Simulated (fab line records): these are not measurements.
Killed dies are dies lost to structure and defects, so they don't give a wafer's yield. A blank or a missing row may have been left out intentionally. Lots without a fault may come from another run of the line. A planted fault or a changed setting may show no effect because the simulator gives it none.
Shared-tool check + flow sky130 + Lots sampled 10, wafers sampled 30

## THE REASON FOR OPENING IT
2 of 10 lots carry a flag on the reading METAL1_ALCU_RS at SKY_METAL1_RS_MEAS_05. Wafers without a fault read 0.1274 ohm/sq, standard deviation 0.0017.
Rule: a lot is flagged when every wafer of it that has a number lies more than 4 standard deviations from that mean, or none has a number. As for the other lots, they are considered sound.

| lot  | measured     | on            | METAL1_ALCU_RS (ohm/sq), wafer by wafer | flag    |
|------|--------------|---------------|-----------------------------------------|---------|
| L666 | day 34 00:38 | film_metro-02 | 0.1287 0.1276 0.1282                    |         |
| L670 | day 34 00:58 | film_metro-04 | 0.0701 0.0700 0.0702                    | FLAGGED |
| L669 | day 34 02:42 | film_metro-02 | 0.0695 0.0702 0.0692                    | FLAGGED |
| L671 | day 34 08:43 | film_metro-04 | 0.1259 0.1259 0.1257                    |         |
| L673 | day 35 17:54 | film_metro-02 | 0.1257 0.1271 0.1251                    |         |
| L674 | day 35 23:25 | film_metro-04 | 0.1263 0.1277 0.1240                    |         |
| L678 | day 36 05:47 | film_metro-04 | 0.1288 0.1293 0.1283                    |         |
| L677 | day 36 07:02 | film_metro-01 | 0.1289 0.1294 0.1306                    |         |
| L681 | day 37 06:02 | film_metro-01 | 0.1304 0.1271 0.1280                    |         |
| L683 | day 37 16:59 | film_metro-04 | 0.1284 0.1272 0.1271                    |         |
The numbers of the flagged lots are 0.0699 ohm/sq on average: -0.0575 ohm/sq against the usual, or -34 standard deviations.

## WHICH TOOL EACH LOT WENT THROUGH
Before the reading, the record contains 3 process steps out of a 708-step route. In each cell: the tool, then ch and the chambers that the sampled wafers went through, then the start.
| lot  | flag    | SKY_CONTACT_SPUTTER_23       | SKY_METAL1_SPUTTER_02        | SKY_METAL1_SPUTTER_04        |
|------|---------|------------------------------|------------------------------|------------------------------|
| L666 |         | pvd_sputter-01, day 33 23:49 | pvd_sputter-01, day 34 00:31 | pvd_sputter-01, day 34 00:34 |
| L670 | FLAGGED | pvd_sputter-04, day 34 00:08 | pvd_sputter-02, day 34 00:50 | pvd_sputter-02, day 34 00:53 |
| L669 | FLAGGED | pvd_sputter-01, day 34 01:53 | pvd_sputter-02, day 34 02:35 | pvd_sputter-02, day 34 02:38 |
| L671 |         | pvd_sputter-04, day 34 07:53 | pvd_sputter-01, day 34 08:35 | pvd_sputter-01, day 34 08:38 |
| L673 |         | pvd_sputter-04, day 35 17:02 | pvd_sputter-01, day 35 17:45 | pvd_sputter-01, day 35 17:47 |
| L674 |         | pvd_sputter-04, day 35 22:37 | pvd_sputter-03, day 35 23:20 | pvd_sputter-03, day 35 23:23 |
| L678 |         | pvd_sputter-04, day 36 04:58 | pvd_sputter-03, day 36 05:40 | pvd_sputter-03, day 36 05:43 |
| L677 |         | pvd_sputter-01, day 36 06:14 | pvd_sputter-01, day 36 06:56 | pvd_sputter-01, day 36 06:58 |
| L681 |         | pvd_sputter-03, day 37 05:14 | pvd_sputter-01, day 37 05:56 | pvd_sputter-01, day 37 05:59 |
| L683 |         | pvd_sputter-01, day 37 16:10 | pvd_sputter-03, day 37 16:52 | pvd_sputter-03, day 37 16:55 |
These steps, and what they do:
- SKY_CONTACT_SPUTTER_23: material TiN, target thk 20 nm, time 80 s.
- SKY_METAL1_SPUTTER_02: material AlCu, target thk 250 nm, time 13.3 s.
- SKY_METAL1_SPUTTER_04: material TiN, target thk 70 nm, time 58.3 s.
- SKY_METAL1_RS_MEAS_05: measures by four-point-probe.

## FLAGGED OVER TOTAL, TOOL BY TOOL (the gauges that took the reading come last)
| step                   | tool           | lots run | flagged | share of the flagged lots | sound lots run after its first flagged lot |
|------------------------|----------------|----------|---------|---------------------------|--------------------------------------------|
| SKY_CONTACT_SPUTTER_23 | pvd_sputter-01 | 4        | 1       | some                      | 2 (L677,L683)                              |
| SKY_CONTACT_SPUTTER_23 | pvd_sputter-03 | 1        | 0       | none                      | -                                          |
| SKY_CONTACT_SPUTTER_23 | pvd_sputter-04 | 5        | 1       | some                      | 4 (L671,L673,L674,L678)                    |
| SKY_METAL1_SPUTTER_02  | pvd_sputter-01 | 5        | 0       | none                      | -                                          |
| SKY_METAL1_SPUTTER_02  | pvd_sputter-02 | 2        | 2       | all                       | 0                                          |
| SKY_METAL1_SPUTTER_02  | pvd_sputter-03 | 3        | 0       | none                      | -                                          |
| SKY_METAL1_SPUTTER_04  | pvd_sputter-01 | 5        | 0       | none                      | -                                          |
| SKY_METAL1_SPUTTER_04  | pvd_sputter-02 | 2        | 2       | all                       | 0                                          |
| SKY_METAL1_SPUTTER_04  | pvd_sputter-03 | 3        | 0       | none                      | -                                          |
| SKY_METAL1_RS_MEAS_05  | film_metro-01  | 2        | 0       | none                      | -                                          |
| SKY_METAL1_RS_MEAS_05  | film_metro-02  | 3        | 1       | some                      | 1 (L673)                                   |
| SKY_METAL1_RS_MEAS_05  | film_metro-04  | 5        | 1       | some                      | 4 (L671,L674,L678,L683)                    |

## WHAT IS ALLOWED BY THE TABLE
Table rows that saw every flagged lot: 2, namely pvd_sputter-02 at SKY_METAL1_SPUTTER_02 and pvd_sputter-02 at SKY_METAL1_SPUTTER_04.
- pvd_sputter-02 at SKY_METAL1_SPUTTER_02: 2 of its 2 lots flagged. In this sample it ran no sound lot ahead of its first flagged lot, so there is no way to narrow down the start.
- pvd_sputter-02 at SKY_METAL1_SPUTTER_04: 2 of its 2 lots flagged. In this sample it ran no sound lot ahead of its first flagged lot, so there is no way to narrow down the start.
Just one tool remains: pvd_sputter-02 at SKY_METAL1_SPUTTER_02 and SKY_METAL1_SPUTTER_04.

## WHAT WAS PUT IN BY THE SIMULATOR
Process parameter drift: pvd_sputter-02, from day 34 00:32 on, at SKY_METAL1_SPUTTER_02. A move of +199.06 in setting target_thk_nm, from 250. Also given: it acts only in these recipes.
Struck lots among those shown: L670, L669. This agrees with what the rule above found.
